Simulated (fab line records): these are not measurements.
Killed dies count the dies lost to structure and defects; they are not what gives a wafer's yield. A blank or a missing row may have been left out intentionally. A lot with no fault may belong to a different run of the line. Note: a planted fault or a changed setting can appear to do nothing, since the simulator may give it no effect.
A struck lot beside a sound one + flow gf180mcu + 43 out of 602 route steps
Sound: these wafers, L213.1, L213.2, L213.6. The struck wafers were L219.4, L219.5, L219.6. At the end, the cause is stated.
Order at every step that has rows: each side's tool, ch and its chambers, its first start. Under that, the readings that differ: sound wafers + struck wafers + difference of the means + sigmas: that difference in standard deviations of wafers without a fault.
alike: readings whose means differ by less than 2 such deviations, and words and numbers that are the same on both sides. not compared: withheld readings, readings that some wafer has no value for, bounds like >300 that may hide the same value, and numbers for which the record gives no deviation and whose values overlap.
Wherever a step has rows on one side only, a row that says differs or no value, or a row with sigmas, the two part there. Non-overlapping numbers with no deviation appear without sigmas and do not part them. A reading missing from all wafers of one side parts the sides only when that side holds two or more wafers.

first, 3 steps without rows for these wafers: GF_CONTACT_CLEAN_20 (cleans in DIW); GF_CONTACT_CLEAN_21 (cleans in dHF, time 20 s); GF_CONTACT_SPUTTER_22 (material Ti, target thk 15 nm, time 80.02 s).
GF_CONTACT_SPUTTER_23: material TiN, target thk 10 nm, time 40 s.
  struck on pvd-sputter-03, day 20 07:16; sound on pvd-sputter-02, day 18 02:08
  alike: chamber-pressure-pa, throttle-valve-pct
GF_CONTACT_CVD_24: deposits W, target thk 300 nm, time 90.339 s.
  sound on cvd-w-01 ch 0,1, day 18 02:10; struck on cvd-w-02 ch 0,1, day 20 07:20
  alike: heater-power-w
  not compared: since-wet-clean-h
GF_CONTACT_RS_MEAS_25: uses a four-point probe to measure.
  struck on film-metro-03, day 20 07:28; sound on film-metro-03, day 18 02:16
  alike: CONTACT_W_RS
GF_CONTACT_THK_MEAS_26: measures by xrf.
  struck on film-metro-03, day 20 07:33; sound on film-metro-03, day 18 02:23
  alike: CONTACT_W_THK
GF_CONTACT_CMP_27: polishes, stops on SiO2, t overpolish 15 s, target thk 0 nm.
  sound on cmp-01 ch 0,2,3, day 18 02:27; struck on cmp-02 ch 0,3, day 20 07:35
  alike: motor-current-A, overpolish-run-s, retaining-ring-pressure-frac, slurry-flow-ml-min, time-to-endpoint-s
then, 1 step without rows for these wafers: GF_M1_SPUTTER_00 (material Ti, target thk 37.5 nm, time 150 s).
GF_M1_SPUTTER_01: material TiN, target thk 30 nm, time 25 s.
  struck on pvd-sputter-04, day 20 07:59; sound on pvd-sputter-04, day 18 02:51
  alike: chamber-pressure-pa, throttle-valve-pct
then, 2 steps without rows for these wafers: GF_M1_SPUTTER_02 (material AlCu, target thk 450 nm, time 23.9 s); GF_M1_SPUTTER_03 (material Ti, target thk 10 nm, time 6.7 s).
GF_M1_SPUTTER_04: material TiN, target thk 50 nm, time 41.7 s.
  struck on pvd-sputter-04, day 20 08:04; sound on pvd-sputter-04, day 18 02:56
| reading                                | sound                | struck               | difference | sigmas      |
|----------------------------------------|----------------------|----------------------|------------|-------------|
| chamber-pressure-pa (Pa)               | 0.4005 0.4002 0.4008 | 0.3148 0.3153 0.3149 | -0.0855    | -99 or more |
| throttle-valve-pct (%)                 | 30.6 27.3 30.3       | 34.3 32.2 34.8       | +4.4       | +4          |
| model.TiN_of_M1_SPUTTER_04.thk-nm (nm) | 50.08 49.48 50.66    | 52.61 52.94 52.15    | +2.49      |             |
GF_M1_RS_MEAS_05: uses a four-point probe to measure.
  struck on film-metro-04, day 20 08:10; sound on film-metro-02, day 18 02:58
  alike: M1_ALCU_RS
GF_M1_THK_MEAS_06: measures by xrf.
  struck on film-metro-04, day 20 08:16; sound on film-metro-02, day 18 03:05
| reading          | sound       | struck      | difference | sigmas |
|------------------|-------------|-------------|------------|--------|
| M1_ALCU_THK (nm) | 458 457 452 | 447 440 444 | -12        | -2     |
then, 7 steps without rows for these wafers: GF_M1_DEHYDRATE_07 (time 60 s); GF_M1_HMDS_08 (prime time 60 s); GF_M1_COAT_09 (resist thk 1011 nm); GF_M1_SOFTBAKE_10 (time 60 s); GF_M1_EXPOSE_11 (exposes mask Metal1, target cd 230 nm); GF_M1_PEB_12 (peb time 90 s); GF_M1_DEVELOP_13 (develop time 60 s).
GF_M1_CD_MEAS_14: the cd target is 230 nm.
  struck on cd-sem-01, day 21 08:26; sound on cd-sem-02, day 19 02:55
  alike: cd-nm
GF_M1_OVL_MEAS_15:
  struck on overlay-02, day 21 08:31; sound on overlay-02, day 19 03:02
  alike: M1_OVL
then, 5 steps without rows for these wafers: GF_M1_METAL_ETCH_16 (etches the open film in Cl2/BCl3, stops on SiO2, target depth 750.8 nm, time 125.1 s); GF_M1_STRIP_17 (strips in O2/N2); GF_M1_STRIP_18 (strips in post etch residue remover, time 1200 s); GF_M1_CLEAN_19 (cleans in DIW); GF_V1_CVD_00 (deposits SiO2, target thk 600 nm, time 100 s).
GF_V1_THK_MEAS_01:
  struck on film-metro-01, day 21 09:17; sound on film-metro-04, day 19 03:48
  alike: V1_CVD_00_THK
GF_V1_CVD_02: deposits SiO2 from TEOS, target thk 850 nm, time 94.851 s.
  sound on pecvd-01 ch 1,2, day 19 03:52; struck on pecvd-01 ch 0,1,2, day 21 09:22
  alike: heater-power-w
  not compared: since-wet-clean-h
GF_V1_THK_MEAS_03:
  struck on film-metro-02, day 21 09:25; sound on film-metro-02, day 19 03:56
  alike: V1_CVD_02_THK
then, 1 step without rows for these wafers: GF_V1_CMP_04 (polishes SiO2).
GF_V1_BOW_MEAS_05:
  struck on film-metro-01, day 21 09:49; sound on film-metro-04, day 19 04:17
  alike: V1_BOW
then, 8 steps without rows for these wafers: GF_V1_DEHYDRATE_06 (time 60 s); GF_V1_HMDS_07 (prime time 60 s); GF_V1_COAT_08; GF_V1_COAT_09 (resist thk 1000 nm); GF_V1_SOFTBAKE_10 (time 60 s); GF_V1_EXPOSE_11 (exposes mask Via1, target cd 260 nm); GF_V1_PEB_12 (peb time 90 s); GF_V1_DEVELOP_13 (develop time 60 s).
GF_V1_STRIP_19: strips in post etch residue remover, time 1200 s.
  sound on wet-bench-04 ch 1, day 20 05:25; struck on wet-bench-02 ch 3, day 22 09:49
| reading                                | sound             | struck            | difference | sigmas |
|----------------------------------------|-------------------|-------------------|------------|--------|
| model.TiN_of_M1_SPUTTER_04.thk-nm (nm) | 49.24 48.64 49.82 | 51.77 52.09 51.31 | +2.49      |        |

WHERE THEY PART
At GF_M1_SPUTTER_04 first; at GF_M1_THK_MEAS_06 last (within this record only). Later steps at which nothing parts them and some readings are alike: GF_M1_CD_MEAS_14, GF_M1_OVL_MEAS_15, GF_V1_THK_MEAS_01, GF_V1_CVD_02, GF_V1_THK_MEAS_03, GF_V1_BOW_MEAS_05.

WHY: what had been put in by the simulator
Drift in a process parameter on pvd-sputter-04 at GF_M1_SPUTTER_04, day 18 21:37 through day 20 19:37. A move of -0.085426 in setting chamber-pressure-pa, from 0.4. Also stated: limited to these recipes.
